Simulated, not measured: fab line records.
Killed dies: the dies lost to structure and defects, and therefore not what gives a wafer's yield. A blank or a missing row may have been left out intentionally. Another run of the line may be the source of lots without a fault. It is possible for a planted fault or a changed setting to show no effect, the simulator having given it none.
Struck lot and sound lot, side by side + flow sfq line + 25 out of 325 route steps
Sound: wafers L892.1, L892.2, L892.3. Struck: wafer L902.4. (L902.3, L902.6 of the same lot were not struck and are left out.) The cause comes at the end.
For every step that has rows: the tool of each side, followed by ch and its chambers, followed by its first start. Under that, the readings that differ: sound wafers + struck wafers + difference of the means + sigmas: that difference in standard deviations of wafers without a fault.
alike: readings with means less than 2 such deviations apart, plus words and numbers identical on both sides. not compared: withheld readings, readings lacking a value on some wafer, bounds such as >300 that could conceal the same value, and numbers that have no deviation in the record and whose values overlap.
The two part at a step that has a row with sigmas, a row that says differs or no value, or rows on one side only. Non-overlapping numbers with no deviation appear without sigmas and do not part them. A reading that every wafer of one side lacks parts them only if that side has two wafers or more.

first, 6 steps without rows for these wafers: SFQ_TRILAYER_M7_LITHO_COAT_182 (resist thk 62 nm); SFQ_TRILAYER_M7_LITHO_COAT_177 (resist thk 600 nm); SFQ_TRILAYER_M7_LITHO_SOFTBAKE_181; SFQ_TRILAYER_M7_LITHO_EXPOSE_178 (exposes mask M7, target cd 500 nm); SFQ_TRILAYER_M7_LITHO_PEB_180 (peb time 60 s); SFQ_TRILAYER_M7_LITHO_DEVELOP_179 (time 60 s).
SFQ_M7_OVL_MEAS_945:
  sound on overlay-02 at day 76 20:37; struck on overlay-01 at day 85 22:50
| reading     | sound | struck | difference | sigmas |
|-------------|-------|--------|------------|--------|
| M7_OVL (nm) | 9 3 4 | -9     | -14        | -3     |
SFQ_TRILAYER_M7_BARC_OPEN_METAL_ETCH_229: etches BARC in O2, target depth 125 nm, time 41.7 s.
  sound on rie metal-01 ch 0,1, day 76 20:39; struck on rie metal-03 ch 1, day 85 22:53
  alike: bias w, drypump motor current A, oes product au
  not compared: rf hours counter h
SFQ_TRILAYER_M7_ETCH_METAL_ETCH_180: etches Nb in Cl2/Ar, stops on SiO2, target depth 240 nm, time 120 s.
  sound on rie metal-01 ch 0,1, day 76 20:43; struck on rie metal-03 ch 1, day 85 22:58
  alike: bias w, drypump motor current A, oes product au
  not compared: rf hours counter h
SFQ_TRILAYER_M7_STRIP_STRIP_181: strips in O2.
  sound on rie metal-01 ch 0,1, day 76 20:50; struck on rie metal-03 ch 1, day 85 23:14
  alike: drypump motor current A, oes product au
  not compared: rf hours counter h
then, 1 step without rows for these wafers: SFQ_TRILAYER_M7_STRIP_SOLV_CLEAN_182 (cleans in NMP, time 600 s).
SFQ_TRILAYER_I7_DEP_PECVD_183: deposits SiO2 from SiH4/N2O, time 111.11 s, target thk 500 nm.
  sound on pecvd-01 ch 0,1,2, day 76 21:47; struck on pecvd-02 ch 1, day 85 23:50
| reading                | sound          | struck | difference | sigmas |
|------------------------|----------------|--------|------------|--------|
| throttle valve pct (%) | 24.9 23.7 22.5 | 27.4   | +3.7       | +3     |
  alike: heater power w
SFQ_TRILAYER_I7_CMP_CMP_184: polishes SiO2.
  sound on cmp-02 ch 0,2,3, day 77 12:18; struck on cmp-02 ch 1, day 86 01:42
| reading                                             | sound             | struck | difference | sigmas |
|-----------------------------------------------------|-------------------|--------|------------|--------|
| time to endpoint s (s)                              | 221 203 223       | 199    | -17        | -2     |
| model.SiO2_of_TRILAYER_I7_DEP_PECVD_183.thk nm (nm) | 201.8 200.2 201.7 | 250    | +49        |        |
  alike: motor current A
SFQ_I7_BOW_MEAS_946:
  sound on film metro-02 at day 77 15:18; struck on film metro-03 at day 86 04:44
  alike: I7_BOW
SFQ_TRILAYER_I7_METRO_MEASURE_185:
  sound on film metro-02 at day 77 15:25; struck on film metro-03 at day 86 05:13
| reading     | sound             | struck | difference | sigmas |
|-------------|-------------------|--------|------------|--------|
| thk nm (nm) | 201.8 200.2 201.7 | 250.1  | +48.9      | +44    |
then, 6 steps without rows for these wafers: SFQ_TRILAYER_I7_VIA_LITHO_COAT_192 (resist thk 62 nm); SFQ_TRILAYER_I7_VIA_LITHO_COAT_187 (resist thk 650 nm); SFQ_TRILAYER_I7_VIA_LITHO_SOFTBAKE_191; SFQ_TRILAYER_I7_VIA_LITHO_EXPOSE_188 (exposes mask I7, target cd 1000 nm); SFQ_TRILAYER_I7_VIA_LITHO_PEB_190 (peb time 60 s); SFQ_TRILAYER_I7_VIA_LITHO_DEVELOP_189 (time 60 s).
SFQ_I7_OVL_MEAS_947:
  sound on overlay-02 at day 81 18:25; struck on overlay-01 at day 86 08:17
  alike: I7_OVL
SFQ_TRILAYER_I7_VIA_BARC_OPEN_VIA_ETCH_260: etches BARC in O2, target depth 125 nm, time 41.7 s.
  sound on rie diel-03 ch 0,1,2, day 81 18:27; struck on rie diel-01 ch 0, day 86 08:18
  alike: bias w, drypump motor current A, oes product au
  not compared: rf hours counter h
SFQ_TRILAYER_I7_VIA_ETCH_VIA_ETCH_190: etches SiO2 in CHF3, stops on Nb, target depth 260 nm.
  sound on rie diel-03 ch 0,1,2, day 81 18:29; struck on rie diel-01 ch 0, day 86 08:20
| reading                        | sound             | struck | difference | sigmas |
|--------------------------------|-------------------|--------|------------|--------|
| oes product au (a.u.)          | 0.856 0.855 0.858 | 0.979  | +0.123     | +24    |
| model.etch.depth nm (nm)       | 201.8 200.2 201.7 | 250    | +49        |        |
| model.I7.feature depth nm (nm) | 201.8 200.2 201.7 | 250    | +49        |        |
  alike: bias w, drypump motor current A
then, 1 step without rows for these wafers: SFQ_TRILAYER_I7_VIA_STRIP_STRIP_191 (strips in O2).

== WHERE THEY PART ==
First at SFQ_M7_OVL_MEAS_945; last, within this record, at SFQ_TRILAYER_I7_VIA_ETCH_VIA_ETCH_190.

WHY: the cause the simulator had injected
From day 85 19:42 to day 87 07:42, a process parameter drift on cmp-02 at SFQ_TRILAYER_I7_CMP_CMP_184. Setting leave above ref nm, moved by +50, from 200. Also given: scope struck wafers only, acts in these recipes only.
